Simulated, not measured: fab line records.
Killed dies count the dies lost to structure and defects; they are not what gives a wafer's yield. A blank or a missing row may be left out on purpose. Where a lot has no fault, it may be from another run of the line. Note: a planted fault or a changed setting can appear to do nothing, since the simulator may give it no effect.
fab line records | flow sky130
record lots=6 | wafers=18 | last-day=50
route steps=708 shown VIA1@472 METAL2@483 PAD_OPEN@708
lots that met no fault: taken from a fault-free run of the same line
start-h: start of the lot's first displayed wafer, in hours after the record's first day | wait-h: hours elapsed since this lot's preceding step | " as in the row above | L1.1+2: a row that stands for several wafers | - value missing, or start not given | * or withheld: withheld | < > ~ a bound
route shown NAME@n: names a module that has steps shown in the file, with the first one's number in the route | usual: mean/standard deviation of fault-free wafers | same: alike in all rows | chamber/n: place in a boat | sites: readings site by site | _std_site: standard deviation of those values | _edge_site: the outer-site mean with the inner-site mean subtracted | radius-mm: for every site, how far away it sits from the centre of the wafer | mask NAME#n: copy n | behind: tool/chamber where the wafer was last shaped | hold: reason for holding the lot/hours on hold/outcome of the hold | device: the n, p or np transistor that did not switch | end of line: the route-end tests of the same wafers | a step without rows: its recipe alone | killed: at the first sort, the dies lost to defects and structure; wafer yield is something else | map: dies across one wafer; x = killed, . = not, _ = none there
set.NAME: the run value of the setting; set.NAME@STEP: its run value at that earlier step | model.NAME: the simulator's own value behind a step, which no gauge read
a table for each step, a row for each wafer; lots at some steps of the route
services: when a tool's chamber went out of use (start-h, in hours from the record's first day, below 0 if earlier), for how many hours, and the reason
## steps
# step SKY_VIA1_ETCH_14
# recipe chemistry=N2/H2 | target=BARC | ion-energy-ev=200 | source-w=500 | bias-w=100 | pressure-mtorr=30 | n2-flow-sccm=100 | h2-flow-sccm=200 | stop-on=SiO2 | time-s=45.9 | target-depth-a=600
# step SKY_VIA1_ETCH_15
# recipe target=SiO2 | chemistry=C4F8/O2/Ar | target-depth-nm=351 | stop-on=TiN | mask-material=KrF-thick | source-w=1500 | bias-w=1200 | pressure-mtorr=40 | c4f8-flow-sccm=withheld | O2_flow_sccm=6 | Ar_flow_sccm=300 | time-s=54
# usual oes-product-au=0.981/0.0057 | rf-fwd-power-W=1489/5.4
# same time-s=54
lot.wafer | tool        | chamber | start-h | wait-h | oes-product-au | rf-fwd-power-W | rf-hours-counter-h
L384.2    | rie-diel-02 | 0       | 831.84  | 0.0    | 0.991          | 1481           | 3
L384.5    | "           | 3       | "       | "      | 0.982          | 1494           | -
L384.6    | "           | 0       | "       | "      | 0.974          | 1481           | -
L385.1    | rie-diel-02 | 2       | 846.42  | 0.0    | 0.982          | 1479           | 25
L385.5    | "           | 0       | "       | "      | 0.974          | 1483           | -
L385.6    | "           | 1       | "       | "      | 0.983          | 1487           | -
L391.2    | rie-diel-04 | 1       | 893.69  | 0.0    | 0.978          | 1492           | 12
L391.5    | "           | 1       | "       | "      | 0.976          | 1493           | -
L391.6    | "           | 2       | "       | "      | 0.977          | 1481           | -
L393.1    | rie-diel-04 | 2       | 903.75  | 0.0    | 0.979          | 1486           | 14
L393.3    | "           | 0       | "       | "      | 0.989          | 1492           | 6
L393.6    | "           | 3       | "       | "      | 0.987          | 1492           | -
L395.1    | rie-diel-02 | 0       | 918.34  | 0.0    | 0.973          | 1488           | 6
L395.4    | "           | 1       | "       | "      | 0.985          | 1478           | 7
L395.5    | "           | 0       | "       | "      | 0.975          | 1489           | -
L399.1    | rie-diel-04 | 2       | 947.82  | 0.0    | 0.981          | 1491           | 16
L399.2    | "           | 0       | "       | "      | 0.981          | 1494           | 7
L399.5    | "           | 3       | "       | "      | 0.990          | 1489           | -
# step SKY_VIA1_STRIP_16
# recipe chemistry=O2/N2 | power-w=1400 | pressure-mtorr=1500 | platen-temp-c=withheld | o2-flow-sccm=3000 | n2-flow-sccm=300 | overash-fraction=0.5
# usual drypump-motor-current-A=5.7/0.5 | oes-product-au=0.415/0.0046 | strip-time-to-endpoint-s=4.457/0.024
lot.wafer | tool            | chamber | start-h | wait-h | drypump-motor-current-A | oes-product-au | rf-hours-counter-h | strip-time-to-endpoint-s
L384.2    | plasma-asher-01 | 0       | 831.89  | 0.0    | 4.8                     | 0.420          | 9                  | 4.468
L384.5    | "               | 1       | "       | "      | 6.2                     | 0.416          | -                  | 4.450
L384.6    | "               | 0       | "       | "      | 4.8                     | 0.418          | -                  | 4.456
L385.1    | plasma-asher-01 | 1       | 846.46  | 0.0    | 6.2                     | 0.410          | 10                 | 4.443
L385.5    | "               | 1       | "       | "      | 6.2                     | 0.425          | -                  | 4.475
L385.6    | "               | 0       | "       | "      | 4.8                     | 0.409          | -                  | 4.444
L391.2    | plasma-asher-01 | 0       | 893.74  | 0.0    | 4.8                     | 0.409          | 15                 | 4.455
L391.5    | "               | 0       | "       | "      | 4.8                     | 0.414          | -                  | 4.460
L391.6    | "               | 1       | "       | "      | 6.2                     | 0.409          | -                  | 4.469
L393.1    | plasma-asher-03 | 1       | 903.80  | 0.0    | 5.8                     | 0.414          | 102                | 4.448
L393.3    | "               | 1       | "       | "      | 5.7                     | 0.410          | -                  | 4.426
L393.6    | "               | 1       | "       | "      | 5.7                     | 0.414          | -                  | 4.477
L395.1    | plasma-asher-03 | 0       | 918.39  | 0.0    | 5.4                     | 0.428          | 103                | 4.511
L395.4    | "               | 1       | "       | "      | 5.8                     | 0.419          | -                  | 4.471
L395.5    | "               | 0       | "       | "      | 5.4                     | 0.421          | -                  | 4.500
L399.1    | plasma-asher-03 | 0       | 947.86  | 0.0    | 5.4                     | 0.415          | 106                | 4.468
L399.2    | "               | 1       | "       | "      | 5.7                     | 0.420          | 106                | 4.429
L399.5    | "               | 1       | "       | "      | 5.8                     | 0.417          | -                  | 4.474
# step SKY_VIA1_STRIP_17
# recipe chemistry=post-etch-residue-remover | time-s=1200 | temp-c=72.5
# step SKY_VIA1_CLEAN_18
# recipe chemistry=IPA | time-s=180 | temp-c=25
# step SKY_VIA1_CLEAN_19
# recipe chemistry=O3/DIW | dry=n2-spin
# step SKY_VIA1_SPUTTER_20
# recipe material=TiN | target-thk-nm=20 | chamber-pressure-pa=5 | power-w=4000 | time-s=80
# usual throttle-valve-pct=29.9/0.68
# same time-s=80
lot.wafer | tool           | chamber | start-h | wait-h | throttle-valve-pct
L384.2    | pvd-sputter-04 | -       | 832.51  | 0.0    | 30.4
L384.5    | "              | -       | "       | "      | 28.9
L384.6    | "              | -       | "       | "      | 29.7
L385.1    | pvd-sputter-04 | -       | 847.06  | 0.0    | 28.9
L385.5    | "              | -       | "       | "      | 28.8
L385.6    | "              | -       | "       | "      | 30.3
L391.2    | pvd-sputter-04 | -       | 894.33  | 0.0    | 29.5
L391.5    | "              | -       | "       | "      | 28.7
L391.6    | "              | -       | "       | "      | 29.4
L393.1    | pvd-sputter-01 | -       | 904.39  | 0.0    | 30.3
L393.3    | "              | -       | "       | "      | 29.7
L393.6    | "              | -       | "       | "      | 29.7
L395.1    | pvd-sputter-01 | -       | 918.98  | 0.0    | 29.5
L395.4    | "              | -       | "       | "      | 30.0
L395.5    | "              | -       | "       | "      | 29.2
L399.1    | pvd-sputter-02 | -       | 948.46  | 0.0    | 31.2
L399.2    | "              | -       | "       | "      | 31.5
L399.5    | "              | -       | "       | "      | 31.5
# step SKY_VIA1_CVD_21
# recipe material=W | target-thk-nm=270 | time-s=80.902 | temp-c=400 | pressure-torr=40
# step SKY_VIA1_RS_MEAS_22
# recipe thk-meas-gauge=four-point-probe | reads=W_of_VIA1_CVD_21+TiN_of_VIA1_SPUTTER_20
# usual VIA1_W_RS=0.427/0.0055
lot.wafer | tool          | chamber | start-h | wait-h | VIA1_W_RS[ohm/sq]
L384.2    | film-metro-04 | -       | 832.68  | 0.1    | 0.440
L384.5    | "             | -       | "       | "      | 0.437
L384.6    | "             | -       | "       | "      | 0.424
L385.1    | film-metro-03 | -       | 847.22  | 0.1    | 0.442
L385.5    | "             | -       | "       | "      | 0.426
L385.6    | "             | -       | "       | "      | 0.436
L391.2    | film-metro-04 | -       | 894.50  | 0.1    | 0.435
L391.5    | "             | -       | "       | "      | 0.434
L391.6    | "             | -       | "       | "      | 0.426
L393.1    | film-metro-02 | -       | 904.55  | 0.1    | 0.418
L393.3    | "             | -       | "       | "      | 0.423
L393.6    | "             | -       | "       | "      | 0.427
L395.1    | film-metro-03 | -       | 919.13  | 0.1    | 0.431
L395.4    | "             | -       | "       | "      | 0.431
L395.5    | "             | -       | "       | "      | 0.427
L399.1    | film-metro-03 | -       | 948.63  | 0.1    | 0.421
L399.2    | "             | -       | "       | "      | 0.426
L399.5    | "             | -       | "       | "      | 0.421
# step SKY_VIA1_THK_MEAS_23
# recipe thk-meas-gauge=xrf | reads=W_of_VIA1_CVD_21
# usual VIA1_W_THK=273/4.3
lot.wafer | tool          | chamber | start-h | wait-h | VIA1_W_THK[nm]
L384.2    | film-metro-04 | -       | 832.79  | 0.1    | 269
L384.5    | "             | -       | "       | "      | 270
L384.6    | "             | -       | "       | "      | 279
L385.1    | film-metro-03 | -       | 847.34  | 0.1    | 260
L385.5    | "             | -       | "       | "      | 273
L385.6    | "             | -       | "       | "      | 265
L391.2    | film-metro-04 | -       | 894.61  | 0.1    | 270
L391.5    | "             | -       | "       | "      | 270
L391.6    | "             | -       | "       | "      | 273
L393.1    | film-metro-02 | -       | 904.67  | 0.1    | 284
L393.3    | "             | -       | "       | "      | 283
L393.6    | "             | -       | "       | "      | 280
L395.1    | film-metro-03 | -       | 919.25  | 0.1    | 268
L395.4    | "             | -       | "       | "      | 268
L395.5    | "             | -       | "       | "      | 270
L399.1    | film-metro-03 | -       | 948.75  | 0.1    | 273
L399.2    | "             | -       | "       | "      | 271
L399.5    | "             | -       | "       | "      | 273
# step SKY_VIA1_CMP_24
# recipe stop-on=SiO2 | t-overpolish-s=15 | down-force-psi=3.5 | platen-rpm=60 | target-thk-nm=0 | pad-velocity-m-s=0.94248
# usual motor-current-A=11.1/0.83 | overpolish-run-s=15.001/0.01 | retaining-ring-pressure-frac=0.999/0.0055 | time-to-endpoint-s=62/3.4
lot.wafer | tool   | chamber | start-h | wait-h | motor-current-A | overpolish-run-s | retaining-ring-pressure-frac | time-to-endpoint-s
L384.2    | cmp-02 | 3       | 832.94  | 0.1    | 11.6            | 14.994           | 1.003                        | 58
L384.6    | "      | 1       | "       | "      | 12.4            | 14.993           | 0.999                        | 65
L384.5    | "      | 2       | "       | "      | 10.6            | 15.014           | 1.006                        | 59
L385.1    | cmp-02 | 3       | 847.40  | 0.1    | 12.1            | 15.002           | 0.990                        | 58
L385.5    | "      | 3       | "       | "      | 11.8            | 14.989           | 0.984                        | 62
L385.6    | "      | 0       | "       | "      | 10.7            | 15.016           | 0.995                        | 62
L391.2    | cmp-01 | 0       | 894.71  | 0.1    | 10.1            | 15.004           | 1.000                        | 67
L391.6    | "      | 3       | "       | "      | 11.7            | 15.008           | 1.001                        | 60
L391.5    | "      | 0       | "       | "      | 10.1            | 15.000           | 1.002                        | 63
L393.1    | cmp-01 | 3       | 904.73  | 0.1    | 10.8            | 14.997           | 1.006                        | 56
L393.3    | "      | 0       | "       | "      | 10.2            | 15.001           | 0.997                        | 62
L393.6    | "      | 3       | "       | "      | 11.8            | 14.994           | 1.002                        | 55
L395.4    | cmp-02 | 3       | 919.36  | 0.1    | 12.1            | 14.998           | 0.996                        | 56
L395.1    | "      | 1       | "       | "      | 12.1            | 14.989           | 0.996                        | 58
L395.5    | "      | 2       | "       | "      | 10.5            | 15.004           | 0.997                        | 54
L399.2    | cmp-02 | 0       | 948.81  | 0.0    | 10.2            | 15.014           | 0.993                        | 66
L399.1    | "      | 1       | "       | "      | 11.6            | 14.981           | 0.996                        | 66
L399.5    | "      | 0       | "       | "      | 10.5            | 14.985           | 0.989                        | 66
# step SKY_METAL2_SPUTTER_00
# recipe material=Ti | target-thk-nm=15 | power-w=3000 | time-s=10 | chamber-pressure-pa=0.4
# usual throttle-valve-pct=29.6/0.97
# same time-s=10
lot.wafer | tool           | chamber | start-h | wait-h | throttle-valve-pct
L384.2    | pvd-sputter-02 | -       | 833.14  | 0.1    | 31.0
L384.5    | "              | -       | "       | "      | 30.6
L384.6    | "              | -       | "       | "      | 31.0
L385.1    | pvd-sputter-03 | -       | 847.70  | 0.2    | 28.7
L385.5    | "              | -       | "       | "      | 28.8
L385.6    | "              | -       | "       | "      | 29.1
L391.2    | pvd-sputter-03 | -       | 894.96  | 0.2    | 28.7
L391.5    | "              | -       | "       | "      | 28.9
L391.6    | "              | -       | "       | "      | 28.5
L393.1    | pvd-sputter-03 | -       | 905.03  | 0.2    | 28.6
L393.3    | "              | -       | "       | "      | 28.7
L393.6    | "              | -       | "       | "      | 28.8
L395.1    | pvd-sputter-02 | -       | 919.61  | 0.1    | 31.6
L395.4    | "              | -       | "       | "      | 30.3
L395.5    | "              | -       | "       | "      | 30.0
L399.1    | pvd-sputter-04 | -       | 949.11  | 0.2    | 30.3
L399.2    | "              | -       | "       | "      | 28.9
L399.5    | "              | -       | "       | "      | 28.8
# step SKY_METAL2_SPUTTER_01
# recipe material=TiN | target-thk-nm=20 | power-w=6500 | time-s=16.7 | chamber-pressure-pa=0.4
# usual throttle-valve-pct=29.5/0.96
lot.wafer | tool           | chamber | start-h | wait-h | throttle-valve-pct | model.TiN_of_METAL2_SPUTTER_01.thk-nm
L384.2    | pvd-sputter-02 | -       | 833.17  | 0.0    | 31.3               | 20.19
L384.5    | "              | -       | "       | "      | 30.8               | 20.05
L384.6    | "              | -       | "       | "      | 31.1               | 20.16
L385.1    | pvd-sputter-03 | -       | 847.72  | 0.0    | 28.8               | 20.14
L385.5    | "              | -       | "       | "      | 28.6               | 20.14
L385.6    | "              | -       | "       | "      | 28.6               | 19.5
L391.2    | pvd-sputter-03 | -       | 894.99  | 0.0    | 28.7               | 11.9
L391.5    | "              | -       | "       | "      | 28.5               | 11.56
L391.6    | "              | -       | "       | "      | 28.6               | 11.92
L393.1    | pvd-sputter-03 | -       | 905.05  | 0.0    | 28.6               | 12.58
L393.3    | "              | -       | "       | "      | 28.5               | 12.24
L393.6    | "              | -       | "       | "      | 28.7               | 11.76
L395.1    | pvd-sputter-02 | -       | 919.64  | 0.0    | 31.3               | 20.06
L395.4    | "              | -       | "       | "      | 30.6               | 19.73
L395.5    | "              | -       | "       | "      | 29.8               | 19.8
L399.1    | pvd-sputter-04 | -       | 949.13  | 0.0    | 30.6               | 20.07
L399.2    | "              | -       | "       | "      | 28.9               | 19.9
L399.5    | "              | -       | "       | "      | 28.9               | 20.11
# step SKY_METAL2_SPUTTER_02
# recipe material=AlCu | target-thk-nm=250 | power-w=10600 | time-s=13.3 | chamber-pressure-pa=0.4
# step SKY_PAD_OPEN_PROBE_99
# usual defect-limited-yield=82.3/2 | killed_at_M0_to_M3=43/7 | killed_at_M4_up=3.5/1.9 | killed-at-contacts=24/5.3 | killed-at-front-end=15/4.4 | killed-at-other=0.3/0.69 | killed-dies=87/9.7 | killed-on-rim=17/4.3 | killed-open=48/7 | killed-short=39/6.4 | sort_bin_3_pad_short=0.9/0.46 | sort_bin_5_function=10.5/1.4 | sort_bin_6_memory=6.3/1.2 | sort-n-pass=405/9.7 | sort-yield-pct=82.3/2
# same gross-dies=492 | killed-at-back-side=0 | sort_bin_4_leakage[%]=0 | sort_bin_8_speed[%]=0
lot.wafer | tool      | chamber | start-h | wait-h | defect-limited-yield[%] | killed_at_M0_to_M3 | killed_at_M4_up | killed-at-contacts | killed-at-front-end | killed-at-other | killed-dies | killed-on-rim | killed-open | killed-short | sort_bin_3_pad_short[%] | sort_bin_5_function[%] | sort_bin_6_memory[%] | sort-n-pass | sort-yield-pct[%]
L384.2    | prober-02 | -       | 1108.78 | 0.1    | 81.3                    | 46                 | 3               | 24                 | 19                  | 0               | 92          | 14            | 49          | 43           | 1.0                     | 12.2                   | 5.5                  | 400         | 81.3
L384.5    | prober-02 | -       | 1108.93 | 0.2    | 83.5                    | 44                 | 3               | 27                 | 7                   | 0               | 81          | 14            | 50          | 29           | 0.4                     | 11.0                   | 5.1                  | 411         | 83.5
L384.6    | prober-02 | -       | 1108.98 | 0.2    | 77.8                    | 55                 | 4               | 25                 | 23                  | 2               | 109         | 27            | 56          | 50           | 1.0                     | 12.2                   | 8.9                  | 383         | 77.8
L385.1    | prober-01 | -       | 1118.23 | 0.1    | 81.3                    | 51                 | 5               | 23                 | 13                  | 0               | 92          | 16            | 52          | 40           | 1.2                     | 9.3                    | 8.1                  | 400         | 81.3
L385.5    | prober-01 | -       | 1118.43 | 0.2    | 82.9                    | 36                 | 3               | 27                 | 18                  | 0               | 84          | 10            | 44          | 40           | 1.2                     | 10.0                   | 5.9                  | 408         | 82.9
L385.6    | prober-01 | -       | 1118.48 | 0.2    | 82.1                    | 48                 | 3               | 27                 | 10                  | 0               | 88          | 12            | 50          | 38           | 1.2                     | 9.3                    | 7.3                  | 404         | 82.1
L391.2    | prober-01 | -       | 1154.42 | 0.1    | 80.5                    | 54                 | 4               | 25                 | 13                  | 0               | 96          | 24            | 53          | 42           | 1.2                     | 10.0                   | 8.3                  | 396         | 80.5
L391.5    | prober-01 | -       | 1154.57 | 0.2    | 79.7                    | 56                 | 4               | 24                 | 16                  | 0               | 100         | 15            | 61          | 38           | 0.8                     | 11.4                   | 8.1                  | 392         | 79.7
L391.6    | prober-01 | -       | 1154.62 | 0.2    | 81.9                    | 55                 | 3               | 17                 | 14                  | 0               | 89          | 21            | 52          | 36           | 0.8                     | 9.6                    | 7.7                  | 403         | 81.9
L393.1    | prober-02 | -       | 1159.23 | 0.1    | 80.7                    | 49                 | 3               | 29                 | 14                  | 0               | 95          | 18            | 51          | 44           | 1.4                     | 11.0                   | 6.9                  | 397         | 80.7
L393.3    | prober-02 | -       | 1159.33 | 0.2    | 83.1                    | 48                 | 1               | 21                 | 12                  | 1               | 83          | 15            | 48          | 35           | 0.6                     | 8.9                    | 7.3                  | 409         | 83.1
L393.6    | prober-02 | -       | 1159.48 | 0.2    | 83.1                    | 31                 | 7               | 26                 | 19                  | 0               | 83          | 22            | 53          | 30           | 0                       | 12.8                   | 4.1                  | 409         | 83.1
L395.1    | prober-02 | -       | 1168.87 | 0.1    | 81.9                    | 49                 | 2               | 23                 | 15                  | 0               | 89          | 17            | 42          | 46           | 0.4                     | 9.8                    | 7.9                  | 403         | 81.9
L395.4    | prober-02 | -       | 1169.02 | 0.2    | 81.7                    | 45                 | 3               | 25                 | 16                  | 1               | 90          | 19            | 46          | 43           | 0.4                     | 10.8                   | 7.1                  | 402         | 81.7
L395.5    | prober-02 | -       | 1169.07 | 0.2    | 83.1                    | 49                 | 3               | 17                 | 14                  | 0               | 83          | 13            | 37          | 46           | 1.6                     | 10.2                   | 5.1                  | 409         | 83.1
L399.1    | prober-02 | -       | 1189.73 | 0.1    | 82.5                    | 36                 | 3               | 30                 | 16                  | 1               | 86          | 19            | 49          | 37           | 0.6                     | 11.2                   | 5.7                  | 406         | 82.5
L399.2    | prober-02 | -       | 1189.78 | 0.1    | 83.9                    | 37                 | 1               | 19                 | 22                  | 0               | 79          | 10            | 47          | 32           | 0.2                     | 10.2                   | 5.7                  | 413         | 83.9
L399.5    | prober-02 | -       | 1189.93 | 0.2    | 82.7                    | 37                 | 3               | 25                 | 20                  | 0               | 85          | 14            | 53          | 32           | 0.8                     | 9.8                    | 6.7                  | 407         | 82.7
# killed by level:class
L384.2 CONTACT:geometric-particle:open=11 VIA1:geometric-particle:open=9 VIA2:geometric-particle:short=7 VIA3:geometric-particle:open=7 FIELD_ISO:geometric-particle:open=5 LI_CONTACT:geometric-particle:open=5 VIA3:geometric-particle:short=5 FIELD_ISO:geometric-particle:short=4
L384.5 CONTACT:geometric-particle:open=11 VIA2:geometric-particle:open=10 LI_CONTACT:geometric-particle:open=7 VIA1:geometric-particle:open=7 VIA3:geometric-particle:open=5 VIA3:geometric-particle:short=5 CONTACT:geometric-particle:short=4 FIELD_ISO:geometric-particle:open=3
L384.6 VIA1:geometric-particle:open=12 VIA2:geometric-particle:open=11 CONTACT:geometric-particle:short=9 LI_CONTACT:geometric-particle:open=7 VIA1:geometric-particle:short=7 FIELD_ISO:geometric-particle:short=6 METAL1:geometric-particle:short=6 VIA3:geometric-particle:open=5
L385.1 VIA3:geometric-particle:open=11 CONTACT:geometric-particle:open=10 VIA1:geometric-particle:open=9 LI_CONTACT:geometric-particle:open=7 METAL2:geometric-particle:short=7 FIELD_ISO:geometric-particle:open=5 FIELD_ISO:geometric-particle:short=5 METAL3:geometric-particle:short=5
L385.5 CONTACT:geometric-particle:open=15 VIA1:geometric-particle:open=7 LI_CONTACT:geometric-particle:open=6 FIELD_ISO:geometric-particle:short=5 METAL1:geometric-particle:short=5 METAL2:geometric-particle:short=5 VIA2:geometric-particle:open=4 VIA3:geometric-particle:open=4
L385.6 LI_CONTACT:geometric-particle:open=8 CONTACT:geometric-particle:open=8 VIA1:geometric-particle:open=8 VIA3:geometric-particle:open=8 FIELD_ISO:geometric-particle:open=6 METAL1:geometric-particle:short=6 VIA2:geometric-particle:open=5 VIA3:geometric-particle:short=5
L391.2 VIA2:geometric-particle:open=11 VIA1:geometric-particle:open=11 CONTACT:geometric-particle:short=7 VIA1:geometric-particle:short=7 LI_CONTACT:geometric-particle:open=6 LOCAL_INTERCONNECT:geometric-particle:short=5 CONTACT:geometric-particle:open=5 METAL1:geometric-particle:short=5
L391.5 VIA1:geometric-particle:open=12 VIA3:geometric-particle:open=12 CONTACT:geometric-particle:open=11 METAL1:geometric-particle:short=7 METAL2:geometric-particle:short=6 VIA1:geometric-particle:short=6 VIA2:geometric-particle:open=6 FIELD_ISO:geometric-particle:open=4
L391.6 VIA1:geometric-particle:open=16 CONTACT:geometric-particle:open=9 VIA3:geometric-particle:open=7 VIA2:geometric-particle:open=6 VIA3:geometric-particle:short=6 METAL2:geometric-particle:short=4 METAL3:geometric-particle:short=4 FIELD_ISO:geometric-particle:open=3
L393.1 VIA2:geometric-particle:open=11 CONTACT:geometric-particle:open=9 VIA1:geometric-particle:open=9 VIA1:geometric-particle:short=7 METAL2:geometric-particle:short=6 LI_CONTACT:geometric-particle:short=6 CONTACT:geometric-particle:short=6 METAL3:geometric-particle:short=5
L393.3 VIA1:geometric-particle:open=11 CONTACT:geometric-particle:open=9 VIA2:geometric-particle:open=8 METAL1:geometric-particle:short=7 LI_CONTACT:geometric-particle:open=6 VIA3:geometric-particle:short=5 LOCAL_INTERCONNECT:geometric-particle:short=4 VIA1:geometric-particle:short=4
L393.6 VIA1:geometric-particle:open=11 LI_CONTACT:geometric-particle:open=11 CONTACT:geometric-particle:open=9 VIA3:geometric-particle:open=7 FIELD_ISO:geometric-particle:open=6 POLY_GATE:geometric-particle:short=4 METAL2:geometric-particle:short=4 METAL4:geometric-particle:short=4
L395.1 VIA1:geometric-particle:open=11 METAL2:geometric-particle:short=8 CONTACT:geometric-particle:open=8 LOCAL_INTERCONNECT:geometric-particle:short=7 VIA2:geometric-particle:open=7 POLY_GATE:geometric-particle:short=6 VIA1:geometric-particle:short=5 VIA3:geometric-particle:short=5
L395.4 CONTACT:geometric-particle:open=13 VIA3:geometric-particle:open=9 VIA1:geometric-particle:open=9 METAL1:geometric-particle:short=9 CONTACT:geometric-particle:short=6 FIELD_ISO:geometric-particle:short=5 METAL2:geometric-particle:short=5 FIELD_ISO:geometric-particle:open=4
L395.5 VIA1:geometric-particle:open=10 VIA1:geometric-particle:short=9 CONTACT:geometric-particle:open=6 METAL2:geometric-particle:short=6 VIA3:geometric-particle:open=5 FIELD_ISO:geometric-particle:open=4 POLY_GATE:geometric-particle:short=4 CONTACT:geometric-particle:short=4
L399.1 LI_CONTACT:geometric-particle:open=11 VIA1:geometric-particle:open=10 FIELD_ISO:geometric-particle:open=6 CONTACT:geometric-particle:short=6 CONTACT:geometric-particle:open=5 VIA2:geometric-particle:open=5 VIA2:geometric-particle:short=5 POLY_GATE:geometric-particle:short=4
L399.2 LI_CONTACT:geometric-particle:open=9 VIA1:geometric-particle:open=8 VIA3:geometric-particle:open=6 FIELD_ISO:geometric-particle:open=5 FIELD_ISO:geometric-particle:short=5 CONTACT:geometric-particle:open=5 VIA1:geometric-particle:short=4 VIA2:geometric-particle:short=4
L399.5 FIELD_ISO:geometric-particle:open=10 VIA1:geometric-particle:open=9 LI_CONTACT:geometric-particle:open=9 VIA2:geometric-particle:open=8 CONTACT:geometric-particle:open=7 FIELD_ISO:geometric-particle:short=5 LOCAL_INTERCONNECT:geometric-particle:short=5 VIA3:geometric-particle:open=4
## services
tool            | chamber | start-h | hours | kind
cmp-01          | -       | 818.76  | 6.6   | pm
cmp-02          | -       | 825.40  | 4.7   | pm
pvd-sputter-02  | 3       | 832.59  | -     | consumable-replace:kit
pvd-sputter-02  | 3       | 832.59  | 18.0  | scheduled-down
pvd-sputter-02  | 3       | 832.59  | 18.0  | vent-cycle
cmp-01          | -       | 837.35  | 2.5   | repair
rie-diel-04     | 0       | 847.07  | 4.2   | repair
rie-diel-04     | 2       | 848.56  | 9.2   | repair
cmp-02          | -       | 854.77  | 0.2   | repair
pvd-sputter-02  | -       | 860.05  | 1.9   | repair
plasma-asher-03 | -       | 885.57  | 15.6  | repair
cmp-01          | -       | 913.19  | 4.0   | pm
pvd-sputter-01  | -       | 916.38  | 1.0   | repair
cmp-01          | -       | 917.19  | -     | consumable-replace:conditioner
cmp-01          | -       | 917.19  | -     | consumable-replace:pad
rie-diel-02     | 2       | 929.74  | -     | clean
rie-diel-02     | 2       | 929.74  | 15.6  | scheduled-down
rie-diel-02     | 2       | 929.74  | 15.6  | vent-cycle
cmp-01          | -       | 938.44  | 2.2   | repair
pvd-sputter-03  | 2       | 941.52  | -     | consumable-replace:kit
pvd-sputter-03  | 2       | 941.52  | 18.0  | scheduled-down
pvd-sputter-03  | 2       | 941.52  | 18.0  | vent-cycle
## key
first-sign none at tools or gauges
model-effect step=SKY_METAL2_SPUTTER_01 | value=TiN_of_METAL2_SPUTTER_01.thk-nm | without=19.78 | struck=11.99
met-at SKY_METAL2_SPUTTER_01
struck-wafers L391.2,L391.5,L391.6,L393.1,L393.3,L393.6
onset-between 847.72 894.99
also-fits SKY_VIA1_CMP_24:cmp-01,SKY_METAL2_SPUTTER_00:pvd-sputter-03
fault kind=process-parameter-drift | tool=pvd-sputter-03 | chamber=- | onset-h=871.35 | steps=SKY_METAL2_SPUTTER_01 | channel=target-thk-nm | offset=-7.7912 | shape=step | end-h=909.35 | acts-in=these-recipes-only | stated=20
